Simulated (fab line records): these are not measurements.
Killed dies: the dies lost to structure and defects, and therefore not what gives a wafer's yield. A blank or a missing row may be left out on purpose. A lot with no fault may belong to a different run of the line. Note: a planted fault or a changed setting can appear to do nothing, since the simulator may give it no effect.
fab line records	flow sky130
record lots=11	wafers=33	lastDay=50
route steps=708 shown FIELD_ISO@1 VT_ADJUST_HVTP@89 VT_ADJUST_LVTN@118 VT_ADJUST_HVTR@141 PAD_OPEN@708
lots untouched by any fault: they come from a run of this same line in which no faults occurred
startH: hours from the record's opening day to when the first of the lot's shown wafers began	waitH: hours elapsed since this lot's preceding step	" repeats the value in the row above	L1.1+2: a row that stands for several wafers	- either no value or no given start	* or withheld: withheld	< > ~ a bound
route shown NAME@n: names a module that has steps shown in the file, with the first one's number in the route	usual: mean/standard deviation taken from wafers without a fault	same: alike in all rows	chamber/n: place in a boat	sites: each site's reading	_std_site: the standard deviation of these	_edge_site: mean of outer sites minus mean of inner sites	radiusMm: how far each site lies from the wafer's centre	mask NAME#n: copy n	behind: tool/chamber where the wafer was last shaped	hold: the reason the lot was held/the length of the hold in hours/how it ended	device: transistor that didn't switch, given as n, p or np	end of line: the route-end tests of the same wafers	where a step has no rows: the recipe by itself	killed: not the wafer's yield, but the dies lost to structure and defects at the first sort	map: dies across one wafer; x = killed, . = not, _ = none there
set.NAME: the setting that was run; set.NAME@STEP: the one run at that earlier step	model.NAME: the simulator's own value behind a step, which no gauge read
steps of the route over a sample of lots; a table a step, a row a wafer
services: a tool's chamber out of use, with start hour (startH, from the record's first day; less than 0 if before it), hours out, and reason
## steps
# step SKY_FIELD_ISO_BOW_MEAS_00
# recipe mode=bow
# usual INCOMING_BOW=-1/6.7
lot.wafer	tool	chamber	startH	waitH	INCOMING_BOW[um]
L620.2	filmMetro-03	-	10.02	-	-7
L620.3	"	-	"	"	-3
L620.5	"	-	"	"	-3
L621.2	filmMetro-04	-	15.02	-	5
L621.4	"	-	"	"	8
L621.5	"	-	"	"	-4
L623.1	filmMetro-03	-	25.00	-	-2
L623.2	"	-	"	"	0
L623.3	"	-	"	"	0
L624.1	filmMetro-04	-	30.00	-	5
L624.3	"	-	"	"	3
L624.6	"	-	"	"	1
L628.1	filmMetro-03	-	50.00	-	5
L628.2	"	-	"	"	-1
L628.3	"	-	"	"	1
L629.1	filmMetro-01	-	55.00	-	5
L629.4	"	-	"	"	-4
L629.5	"	-	"	"	6
L630.2	filmMetro-04	-	60.02	-	-13
L630.4	"	-	"	"	6
L630.5	"	-	"	"	0
L632.1	filmMetro-04	-	70.00	-	-10
L632.2	"	-	"	"	-9
L632.4	"	-	"	"	-3
L640.1	filmMetro-04	-	110.00	-	3
L640.4	"	-	"	"	-6
L640.5	"	-	"	"	0
L641.2	filmMetro-01	-	115.02	-	4
L641.5	"	-	"	"	-6
L641.6	"	-	"	"	-16
L643.2	filmMetro-03	-	125.02	-	2
L643.3	"	-	"	"	5
L643.5	"	-	"	"	8
# step SKY_FIELD_ISO_THK_MEAS_25
# recipe reads=SiO2_of_FIELD_ISO_CVD_24
# usual FIELD_ISO_CVD_24_THK=595/7.9
lot.wafer	tool	chamber	startH	waitH	FIELD_ISO_CVD_24_THK[nm]
L620.2	filmMetro-03	-	31.30	0.0	591
L620.3	"	-	"	"	608
L620.5	"	-	"	"	602
L621.2	filmMetro-03	-	34.90	0.0	600
L621.4	"	-	"	"	598
L621.5	"	-	"	"	602
L623.1	filmMetro-01	-	49.52	0.0	604
L623.2	"	-	"	"	603
L623.3	"	-	"	"	586
L624.1	filmMetro-04	-	53.40	0.0	591
L624.3	"	-	"	"	595
L624.6	"	-	"	"	596
L628.1	filmMetro-04	-	75.01	0.0	582
L628.2	"	-	"	"	599
L628.3	"	-	"	"	582
L629.1	filmMetro-04	-	80.94	0.0	599
L629.4	"	-	"	"	602
L629.5	"	-	"	"	591
L630.2	filmMetro-01	-	86.12	0.0	589
L630.4	"	-	"	"	591
L630.5	"	-	"	"	588
L632.1	filmMetro-03	-	93.61	0.0	605
L632.2	"	-	"	"	587
L632.4	"	-	"	"	604
L640.1	filmMetro-01	-	147.81	0.0	610
L640.4	"	-	"	"	603
L640.5	"	-	"	"	604
L641.2	filmMetro-01	-	148.99	0.0	600
L641.5	"	-	"	"	587
L641.6	"	-	"	"	600
L643.2	filmMetro-03	-	155.73	0.0	597
L643.3	"	-	"	"	607
L643.5	"	-	"	"	602
# step SKY_VT_ADJUST_HVTP_EXPOSE_04
# recipe maskId=HVTPM	na=0.6	sourceShape=conventional	sigmaOuter=0.6	polarization=unpolarized	targetCdNm=380	doseMj=140
# same na=0.6	sigmaOuter=0.6
lot.wafer	tool	chamber	startH	waitH	mask
L620.2+3+5	ilineStepper-01	0	109.68	-	HVTPM#0
L621.2+4+5	ilineStepper-01	0	111.82	-	HVTPM#0
L623.1+2+3	ilineStepper-01	0	140.15	-	HVTPM#0
L624.1+3+6	ilineStepper-01	0	144.14	-	HVTPM#0
L628.1+2+3	ilineStepper-01	0	165.51	-	HVTPM#0
L629.1+4+5	ilineStepper-01	0	168.92	-	HVTPM#0
L630.2+4+5	ilineStepper-01	0	176.62	-	HVN_STD_DERIVED#0
L632.1+2+4	ilineStepper-01	0	188.07	-	HVTPM#0
L641.2+5+6	ilineStepper-01	0	251.21	-	HVTPM#0
L640.1+4+5	ilineStepper-02	0	252.08	-	HVTPM#0
L643.2+3+5	ilineStepper-01	0	257.71	-	HVTPM#0
# step SKY_VT_ADJUST_HVTP_CD_MEAS_07
# recipe targetCdNm=380
# usual cdNm=380.6/2.8
lot.wafer	tool	chamber	startH	waitH	cdNm
L620.2	cdSem-01	-	118.77	0.1	381.4
L620.3	"	-	"	"	381.8
L620.5	"	-	"	"	380.0
L621.2	cdSem-02	-	120.59	0.1	380.0
L621.4	"	-	"	"	381.3
L621.5	"	-	"	"	381.0
L623.1	cdSem-01	-	149.75	0.1	382.8
L623.2	"	-	"	"	380.9
L623.3	"	-	"	"	381.9
L624.1	cdSem-02	-	154.00	0.1	381.5
L624.3	"	-	"	"	376.0
L624.6	"	-	"	"	376.8
L628.1	cdSem-02	-	175.65	0.1	383.0
L628.2	"	-	"	"	387.2
L628.3	"	-	"	"	383.7
L629.1	cdSem-02	-	178.85	0.1	380.6
L629.4	"	-	"	"	379.5
L629.5	"	-	"	"	382.1
L630.2	cdSem-01	-	186.63	0.1	-
L630.4	"	-	"	"	-
L630.5	"	-	"	"	-
L632.1	cdSem-02	-	198.52	0.1	383.7
L632.2	"	-	"	"	382.1
L632.4	"	-	"	"	381.2
L641.2	cdSem-01	-	262.48	0.1	377.5
L641.5	"	-	"	"	381.3
L641.6	"	-	"	"	378.3
L640.1	cdSem-02	-	263.27	0.1	380.3
L640.4	"	-	"	"	380.7
L640.5	"	-	"	"	381.6
L643.2	cdSem-01	-	269.48	0.1	381.8
L643.3	"	-	"	"	382.2
L643.5	"	-	"	"	381.9
# step SKY_VT_ADJUST_HVTP_TW_MEAS_11
# usual VT_ADJUST_HVTP_TW=1354/15
lot.wafer	tool	chamber	startH	waitH	VT_ADJUST_HVTP_TW
L620.2	filmMetro-02	-	119.17	0.1	1350
L620.3	"	-	"	"	1352
L620.5	"	-	"	"	1352
L621.2	filmMetro-03	-	120.99	0.1	1372
L621.4	"	-	"	"	1368
L621.5	"	-	"	"	1374
L623.1	filmMetro-03	-	150.16	0.1	1367
L623.2	"	-	"	"	1366
L623.3	"	-	"	"	1366
L624.1	filmMetro-03	-	154.41	0.1	1369
L624.3	"	-	"	"	1367
L624.6	"	-	"	"	1363
L628.1	filmMetro-01	-	176.06	0.1	1334
L628.2	"	-	"	"	1336
L628.3	"	-	"	"	1340
L629.1	filmMetro-01	-	179.26	0.1	1334
L629.4	"	-	"	"	1341
L629.5	"	-	"	"	1337
L630.2	filmMetro-01	-	187.03	0.1	30
L630.4	"	-	"	"	30
L630.5	"	-	"	"	30
L632.1	filmMetro-02	-	198.93	0.1	1353
L632.2	"	-	"	"	1356
L632.4	"	-	"	"	1352
L641.2	filmMetro-02	-	262.88	0.1	1351
L641.5	"	-	"	"	1360
L641.6	"	-	"	"	1349
L640.1	filmMetro-02	-	263.68	0.1	1356
L640.4	"	-	"	"	1358
L640.5	"	-	"	"	1354
L643.2	filmMetro-02	-	269.88	0.1	1355
L643.3	"	-	"	"	1354
L643.5	"	-	"	"	1359
# step SKY_VT_ADJUST_LVTN_TW_MEAS_21
# usual VT_ADJUST_LVTN_2_TW=186.2/1.5
lot.wafer	tool	chamber	startH	waitH	VT_ADJUST_LVTN_2_TW
L620.2	filmMetro-02	-	157.00	0.1	186.2
L620.3	"	-	"	"	187.3
L620.5	"	-	"	"	186.4
L621.2	filmMetro-01	-	158.56	0.1	184.4
L621.4	"	-	"	"	183.2
L621.5	"	-	"	"	183.2
L623.1	filmMetro-02	-	191.25	0.1	188.0
L623.2	"	-	"	"	188.7
L623.3	"	-	"	"	189.5
L624.1	filmMetro-01	-	195.20	0.1	186.5
L624.3	"	-	"	"	186.0
L624.6	"	-	"	"	186.6
L628.1	filmMetro-02	-	217.90	0.1	187.8
L628.2	"	-	"	"	188.6
L628.3	"	-	"	"	188.2
L629.1	filmMetro-01	-	221.50	0.1	185.9
L629.4	"	-	"	"	184.8
L629.5	"	-	"	"	184.9
L630.2	filmMetro-02	-	230.66	0.1	1357.2
L630.4	"	-	"	"	1348.5
L630.5	"	-	"	"	1353.9
L632.1	filmMetro-04	-	241.81	0.1	186.0
L632.2	"	-	"	"	185.4
L632.4	"	-	"	"	185.4
L641.2	filmMetro-01	-	311.71	0.1	183.9
L641.5	"	-	"	"	183.9
L641.6	"	-	"	"	184.5
L640.1	filmMetro-01	-	313.79	0.1	183.1
L640.4	"	-	"	"	184.4
L640.5	"	-	"	"	183.5
L643.2	filmMetro-01	-	320.11	0.1	183.7
L643.3	"	-	"	"	184.7
L643.5	"	-	"	"	184.6
# step SKY_VT_ADJUST_HVTR_STRIP_10
# recipe chemistry=O2/N2	powerW=1400	pressureMtorr=1500	platenTempC=withheld	o2FlowSccm=3000	n2FlowSccm=300	overashFraction=0.5
# usual drypumpMotorCurrentA=5.8/0.52	oesProductAu=0.716/0.0046	stripTimeToEndpointS=14.20/0.044
lot.wafer	tool	chamber	startH	waitH	drypumpMotorCurrentA	oesProductAu	rfHoursCounterH	stripTimeToEndpointS
L620.2	plasmaAsher-04	1	198.97	0.1	5.4	0.715	37	14.24
L620.3	"	0	"	"	6.7	0.715	-	14.20
L620.5	"	1	"	"	5.4	0.713	-	14.21
L621.2	plasmaAsher-03	1	199.91	0.1	5.1	0.714	9	14.17
L621.4	"	1	"	"	5.1	0.718	-	14.17
L621.5	"	0	"	"	6.1	0.709	-	14.15
L623.1	plasmaAsher-02	0	233.06	0.1	5.7	0.718	55	14.22
L623.2	"	1	"	"	5.8	0.707	55	14.21
L623.3	"	1	"	"	5.8	0.715	-	14.23
L624.1	plasmaAsher-04	1	237.52	0.1	5.4	0.723	42	14.27
L624.3	"	0	"	"	6.6	0.723	-	14.31
L624.6	"	0	"	"	6.6	0.713	-	14.29
L628.1	plasmaAsher-04	1	263.27	0.1	5.4	0.711	45	14.20
L628.2	"	0	"	"	6.6	0.720	45	14.15
L628.3	"	0	"	"	6.6	0.718	-	14.14
L629.1	plasmaAsher-03	0	267.02	0.1	6.1	0.716	12	14.17
L629.4	"	0	"	"	6.1	0.718	-	14.17
L629.5	"	1	"	"	5.1	0.718	-	14.16
L630.2	plasmaAsher-03	1	278.02	0.1	5.1	0.718	14	14.21
L630.4	"	1	"	"	5.1	0.718	-	14.22
L630.5	"	1	"	"	5.1	0.716	-	14.20
L632.1	plasmaAsher-04	1	290.36	0.1	5.4	0.718	47	14.13
L632.2	"	0	"	"	6.6	0.715	47	14.15
L632.4	"	0	"	"	6.7	0.712	-	14.15
L641.2	plasmaAsher-04	0	365.87	0.1	6.6	0.722	54	14.25
L641.5	"	0	"	"	6.5	0.714	-	14.22
L641.6	"	1	"	"	5.4	0.723	-	14.24
L640.1	plasmaAsher-02	0	368.97	0.1	5.7	0.719	68	14.15
L640.4	"	1	"	"	5.8	0.713	-	14.15
L640.5	"	0	"	"	5.7	0.711	-	14.12
L643.2	plasmaAsher-03	1	375.06	0.1	5.1	0.713	23	14.24
L643.3	"	0	"	"	6.1	0.714	-	14.22
L643.5	"	1	"	"	5.1	0.724	-	14.21
# step SKY_PAD_OPEN_PROBE_99
# usual killed_at_M0_to_M3=43/6.6	killed_at_M4_up=3.0/1.8	killedAtContacts=24/5.1	killedAtFrontEnd=16/4.5	killedAtOther=0.3/0.67	killedDies=86/9.3	killedOnRim=17/3.8	killedOpen=47/6.9	killedShort=39/6.6
# same grossDies=492	killedAtBackSide=0
lot.wafer	tool	chamber	startH	waitH	killed_at_M0_to_M3	killed_at_M4_up	killedAtContacts	killedAtFrontEnd	killedAtOther	killedDies	killedOnRim	killedOpen	killedShort
L621.2	prober-02	-	1065.03	0.1	38	2	32	15	0	87	19	46	40
L621.4	prober-02	-	1065.13	0.2	56	6	22	17	0	101	17	45	55
L621.5	prober-02	-	1065.18	0.2	51	4	23	18	0	96	16	42	53
L620.2	prober-01	-	1069.13	0.1	47	5	12	13	0	77	9	45	32
L620.3	prober-01	-	1069.18	0.2	43	8	19	14	0	84	15	47	37
L620.5	prober-01	-	1069.28	0.2	37	2	19	13	0	71	21	36	35
L623.1	prober-01	-	1095.39	0.1	34	2	24	18	1	79	13	48	31
L623.2	prober-01	-	1095.44	0.1	50	0	23	12	2	87	16	49	35
L623.3	prober-01	-	1095.49	0.2	43	6	25	20	1	95	18	54	39
L624.1	prober-02	-	1103.62	0.1	39	6	24	14	1	84	12	42	41
L624.3	prober-02	-	1103.72	0.2	40	6	17	14	0	77	18	41	35
L624.6	prober-02	-	1103.87	0.2	32	2	29	22	4	89	22	43	43
L628.1	prober-02	-	1118.59	0.1	34	6	18	15	0	73	8	37	36
L628.2	prober-02	-	1118.64	0.1	38	5	33	25	0	101	14	47	54
L628.3	prober-02	-	1118.69	0.2	52	1	20	11	0	84	22	39	45
L629.1	prober-01	-	1126.96	0.1	37	2	35	9	0	83	15	49	33
L629.4	prober-01	-	1127.11	0.2	38	3	25	17	1	84	20	42	42
L629.5	prober-01	-	1127.16	0.2	45	1	26	15	0	87	18	46	41
L630.2	prober-02	-	1134.74	0.1	38	1	20	433	0	492	96	36	40
L630.4	prober-02	-	1134.84	0.2	26	7	23	436	0	492	96	39	31
L630.5	prober-02	-	1134.89	0.2	52	3	25	412	0	492	96	57	39
L632.1	prober-02	-	1147.89	0.1	51	3	19	14	0	87	18	38	49
L632.2	prober-02	-	1147.94	0.1	43	5	22	8	0	78	18	45	33
L632.4	prober-02	-	1148.04	0.2	44	2	23	11	0	80	22	51	28
L641.2	prober-02	-	1192.48	0.1	40	5	26	9	3	83	18	44	39
L641.5	prober-02	-	1192.63	0.2	49	2	24	9	0	84	12	46	38
L641.6	prober-02	-	1192.68	0.2	40	2	19	17	1	79	13	44	34
L640.1	prober-02	-	1195.13	0.1	46	2	22	24	0	94	21	58	35
L640.4	prober-02	-	1195.28	0.2	41	1	20	19	0	81	15	29	51
L640.5	prober-02	-	1195.33	0.2	42	0	22	16	0	80	20	41	39
L643.5	prober-02	-	1198.10	0.2	40	2	33	13	0	88	15	45	43
# killed by level:class
L621.2 LI_CONTACT:geometricParticle:open=9 VIA1:geometricParticle:open=9 LOCAL_INTERCONNECT:geometricParticle:short=8 CONTACT:geometricParticle:short=7 CONTACT:geometricParticle:open=6 VIA3:geometricParticle:open=6 FIELD_ISO:geometricParticle:open=5 METAL1:geometricParticle:short=5
L621.4 VIA1:geometricParticle:open=12 METAL1:geometricParticle:short=9 CONTACT:geometricParticle:open=7 POLY_GATE:geometricParticle:short=6 VIA2:geometricParticle:short=6 LI_CONTACT:geometricParticle:open=6 VIA2:geometricParticle:open=6 VIA3:geometricParticle:short=6
L621.5 VIA1:geometricParticle:open=13 METAL2:geometricParticle:short=8 CONTACT:geometricParticle:open=7 POLY_GATE:geometricParticle:short=6 VIA2:geometricParticle:open=6 VIA3:geometricParticle:short=6 CONTACT:geometricParticle:short=5 VIA1:geometricParticle:short=5
L620.2 VIA1:geometricParticle:open=14 LI_CONTACT:geometricParticle:open=7 VIA3:geometricParticle:open=7 VIA2:geometricParticle:open=6 METAL1:geometricParticle:short=5 VIA1:geometricParticle:short=5 POLY_GATE:geometricParticle:short=4 METAL4:geometricParticle:short=4
L620.3 CONTACT:geometricParticle:open=10 VIA1:geometricParticle:open=9 VIA2:geometricParticle:open=8 METAL1:geometricParticle:short=7 METAL4:geometricParticle:short=6 LI_CONTACT:geometricParticle:open=5 METAL2:geometricParticle:short=4 VIA3:geometricParticle:open=4
L620.5 VIA1:geometricParticle:open=9 VIA3:geometricParticle:open=7 METAL1:geometricParticle:short=6 LOCAL_INTERCONNECT:geometricParticle:short=5 CONTACT:geometricParticle:open=5 FIELD_ISO:geometricParticle:short=4 CONTACT:geometricParticle:short=4 POLY_GATE:geometricParticle:open=3
L623.1 CONTACT:geometricParticle:open=13 VIA1:geometricParticle:open=8 POLY_GATE:geometricParticle:open=6 VIA2:geometricParticle:open=6 METAL1:geometricParticle:short=5 FIELD_ISO:geometricParticle:short=4 LI_CONTACT:geometricParticle:open=4 VIA3:geometricParticle:open=4
L623.2 VIA1:geometricParticle:open=14 CONTACT:geometricParticle:open=10 VIA2:geometricParticle:open=9 LI_CONTACT:geometricParticle:open=7 METAL1:geometricParticle:short=7 VIA1:geometricParticle:short=6 VIA3:geometricParticle:open=5 FIELD_ISO:geometricParticle:short=4
L623.3 CONTACT:geometricParticle:open=10 VIA1:geometricParticle:open=10 CONTACT:geometricParticle:short=8 METAL1:geometricParticle:short=8 POLY_GATE:geometricParticle:open=7 FIELD_ISO:geometricParticle:open=6 VIA3:geometricParticle:open=6 METAL4:geometricParticle:short=5
L624.1 LI_CONTACT:geometricParticle:open=9 VIA1:geometricParticle:open=9 CONTACT:geometricParticle:open=7 METAL2:geometricParticle:short=7 METAL4:geometricParticle:short=5 POLY_GATE:geometricParticle:open=4 POLY_GATE:geometricParticle:short=4 METAL1:geometricParticle:short=4
L624.3 VIA1:geometricParticle:open=10 METAL1:geometricParticle:short=8 CONTACT:geometricParticle:open=8 FIELD_ISO:geometricParticle:short=7 VIA3:geometricParticle:open=5 POLY_GATE:geometricParticle:open=4 LOCAL_INTERCONNECT:geometricParticle:short=4 VIA2:geometricParticle:open=4
L624.6 LI_CONTACT:geometricParticle:open=8 CONTACT:geometricParticle:open=8 LOCAL_INTERCONNECT:geometricParticle:short=7 FIELD_ISO:geometricParticle:open=6 FIELD_ISO:geometricParticle:short=6 VIA2:geometricParticle:short=6 CONTACT:geometricParticle:short=5 POLY_GATE:geometricParticle:open=4
L628.1 VIA1:geometricParticle:open=7 CONTACT:geometricParticle:open=6 VIA3:geometricParticle:short=6 FIELD_ISO:geometricParticle:short=5 VIA2:geometricParticle:open=5 METAL4:geometricParticle:short=5 FIELD_ISO:geometricParticle:open=4 LI_CONTACT:geometricParticle:short=4
L628.2 CONTACT:geometricParticle:open=11 LI_CONTACT:geometricParticle:open=8 CONTACT:geometricParticle:short=7 METAL2:geometricParticle:short=7 FIELD_ISO:geometricParticle:open=6 POLY_GATE:geometricParticle:short=6 VIA1:geometricParticle:short=6 VIA2:geometricParticle:open=6
L628.3 VIA1:geometricParticle:open=10 CONTACT:geometricParticle:short=6 VIA2:geometricParticle:open=6 VIA1:geometricParticle:short=6 METAL2:geometricParticle:short=6 METAL3:geometricParticle:short=6 VIA3:geometricParticle:open=5 LI_CONTACT:geometricParticle:open=4
L629.1 LI_CONTACT:geometricParticle:open=12 CONTACT:geometricParticle:open=9 METAL1:geometricParticle:short=8 VIA1:geometricParticle:open=8 VIA2:geometricParticle:open=6 CONTACT:geometricParticle:short=5 FIELD_ISO:geometricParticle:open=4 LOCAL_INTERCONNECT:geometricParticle:short=4
L629.4 VIA1:geometricParticle:open=9 FIELD_ISO:geometricParticle:short=8 CONTACT:geometricParticle:open=6 LI_CONTACT:geometricParticle:short=5 LOCAL_INTERCONNECT:geometricParticle:short=5 VIA1:geometricParticle:short=5 METAL2:geometricParticle:short=5 VIA2:geometricParticle:open=5
L629.5 VIA1:geometricParticle:open=11 LI_CONTACT:geometricParticle:open=8 CONTACT:geometricParticle:open=8 FIELD_ISO:geometricParticle:short=5 METAL2:geometricParticle:open=5 CONTACT:geometricParticle:short=5 METAL2:geometricParticle:short=5 POLY_GATE:geometricParticle:short=4
L630.2 VT_ADJUST_HVTP:areaExpose=415 CONTACT:geometricParticle:open=8 VIA1:geometricParticle:open=7 POLY_GATE:geometricParticle:short=6 LI_CONTACT:geometricParticle:open=5 METAL1:geometricParticle:short=5 VIA3:geometricParticle:open=5 FIELD_ISO:geometricParticle:short=4
L630.4 VT_ADJUST_HVTP:areaExpose=422 VIA1:geometricParticle:open=10 CONTACT:geometricParticle:open=9 FIELD_ISO:geometricParticle:open=6 LI_CONTACT:geometricParticle:open=6 METAL2:geometricParticle:short=5 CONTACT:geometricParticle:short=4 METAL1:geometricParticle:short=4
L630.5 VT_ADJUST_HVTP:areaExpose=395 VIA1:geometricParticle:open=17 CONTACT:geometricParticle:open=8 VIA2:geometricParticle:open=8 VIA3:geometricParticle:open=7 LI_CONTACT:geometricParticle:open=5 CONTACT:geometricParticle:short=5 VIA1:geometricParticle:short=5
L632.1 VIA1:geometricParticle:open=14 CONTACT:geometricParticle:open=9 METAL2:geometricParticle:short=8 VIA1:geometricParticle:short=7 POLY_GATE:geometricParticle:short=6 METAL1:geometricParticle:short=6 VIA3:geometricParticle:open=5 CONTACT:geometricParticle:short=5
L632.2 VIA1:geometricParticle:open=13 METAL2:geometricParticle:short=9 LI_CONTACT:geometricParticle:open=8 CONTACT:geometricParticle:open=8 VIA3:geometricParticle:open=5 METAL4:geometricParticle:short=4 FIELD_ISO:geometricParticle:short=3 POLY_GATE:geometricParticle:short=3
L632.4 VIA1:geometricParticle:open=13 CONTACT:geometricParticle:open=11 LI_CONTACT:geometricParticle:open=8 METAL1:geometricParticle:short=7 VIA3:geometricParticle:open=7 METAL2:geometricParticle:short=5 VIA2:geometricParticle:open=3 VIA1:geometricParticle:short=3
L641.2 CONTACT:geometricParticle:open=9 LI_CONTACT:geometricParticle:open=8 VIA1:geometricParticle:open=8 VIA3:geometricParticle:open=6 VIA2:geometricParticle:short=5 VIA2:geometricParticle:open=5 METAL4:geometricParticle:short=5 METAL1:geometricParticle:short=4
L641.5 VIA3:geometricParticle:open=16 VIA1:geometricParticle:open=9 VIA3:geometricParticle:short=8 LOCAL_INTERCONNECT:geometricParticle:short=6 CONTACT:geometricParticle:open=6 CONTACT:geometricParticle:short=5 VIA1:geometricParticle:short=4 LI_CONTACT:geometricParticle:short=3
L641.6 VIA1:geometricParticle:open=11 CONTACT:geometricParticle:open=8 FIELD_ISO:geometricParticle:short=6 VIA2:geometricParticle:open=5 POLY_GATE:geometricParticle:short=4 LI_CONTACT:geometricParticle:short=4 VIA3:geometricParticle:open=4 LI_CONTACT:geometricParticle:open=3
L640.1 CONTACT:geometricParticle:open=13 VIA2:geometricParticle:open=10 VIA1:geometricParticle:open=8 FIELD_ISO:geometricParticle:open=7 POLY_GATE:geometricParticle:open=7 METAL2:geometricParticle:short=7 FIELD_ISO:geometricParticle:short=6 VIA1:geometricParticle:short=5
L640.4 METAL2:geometricParticle:short=13 VIA2:geometricParticle:open=8 LOCAL_INTERCONNECT:geometricParticle:short=7 FIELD_ISO:geometricParticle:short=6 CONTACT:geometricParticle:short=6 METAL1:geometricParticle:short=5 POLY_GATE:geometricParticle:open=4 CONTACT:geometricParticle:open=4
L640.5 CONTACT:geometricParticle:open=10 VIA1:geometricParticle:short=6 VIA2:geometricParticle:short=6 VIA1:geometricParticle:open=5 VIA3:geometricParticle:open=5 FIELD_ISO:geometricParticle:open=4 LI_CONTACT:geometricParticle:open=4 LI_CONTACT:geometricParticle:short=4
L643.5 CONTACT:geometricParticle:open=11 CONTACT:geometricParticle:short=8 VIA1:geometricParticle:open=6 LI_CONTACT:geometricParticle:open=6 LOCAL_INTERCONNECT:geometricParticle:short=5 METAL1:geometricParticle:open=5 VIA1:geometricParticle:short=5 VIA2:geometricParticle:short=5
## services
tool	chamber	startH	hours	kind
plasmaAsher-02	-	94.04	2.8	pm
plasmaAsher-04	-	108.21	15.2	pm
plasmaAsher-03	-	108.75	9.0	pm
plasmaAsher-03	0	108.75	9.0	ventCycle
plasmaAsher-03	1	108.75	9.0	ventCycle
plasmaAsher-03	-	110.15	2.1	repair
ilineStepper-01	-	116.67	4.4	pm
plasmaAsher-03	-	125.23	1.4	repair
ilineStepper-02	-	143.16	1.7	pm
plasmaAsher-02	-	143.26	14.6	pm
ilineStepper-02	-	153.56	8.1	repair
plasmaAsher-04	-	160.43	8.6	repair
ilineStepper-02	-	177.37	6.8	repair
ilineStepper-02	-	184.18	4.4	pm
plasmaAsher-03	-	213.92	7.7	repair
plasmaAsher-03	-	221.58	14.6	pm
plasmaAsher-03	-	242.61	3.9	repair
ilineStepper-01	-	252.66	1.7	pm
ilineStepper-01	0	283.62	-	calibration
ilineStepper-02	-	289.56	9.1	repair
ilineStepper-01	-	318.97	2.1	pm
ilineStepper-01	-	321.05	-	consumableReplace:lamp
plasmaAsher-04	-	323.06	2.0	repair
ilineStepper-02	-	361.34	1.7	pm
## key
firstSign step=SKY_VT_ADJUST_HVTP_EXPOSE_04	reading=mask	direction=changed
effect step=SKY_VT_ADJUST_HVTP_CD_MEAS_07	reading=cdNm	direction=missing
effect step=SKY_VT_ADJUST_HVTP_TW_MEAS_11	reading=VT_ADJUST_HVTP_TW	direction=down	sigmas=90	usual=1354	struck=30
effect step=SKY_VT_ADJUST_LVTN_TW_MEAS_21	reading=VT_ADJUST_LVTN_2_TW	direction=up	sigmas=99+	usual=186.2	struck=1353.2
effect step=SKY_PAD_OPEN_PROBE_99	reading=killedAtFrontEnd	direction=up	sigmas=90	usual=16	struck=427
moreKillsBornAt SKY_VT_ADJUST_HVTP_EXPOSE_04@ilineStepper-01=1232
metAt SKY_VT_ADJUST_HVTP_EXPOSE_04
struckLots L630
testerLeftOut L630
notActingAt SKY_FIELD_ISO_BOW_MEAS_00,SKY_FIELD_ISO_THK_MEAS_25,SKY_VT_ADJUST_HVTR_STRIP_10
onsetBetween 168.92 176.62
fault kind=wrongMask	tool=any	chamber=-	onsetH=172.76	steps=SKY_VT_ADJUST_HVTP_EXPOSE_04	auxCopy=HVN_STD_DERIVED#0	scope=struckLotsOnly
# testerLeftOut: of these lots the tester's yield and bins aren't shown, on N5 and GAA mostly nor the transistor test; their killed dies are dies lost to structure and defects alone, not to doping, threshold or leakage, so they don't give the yield
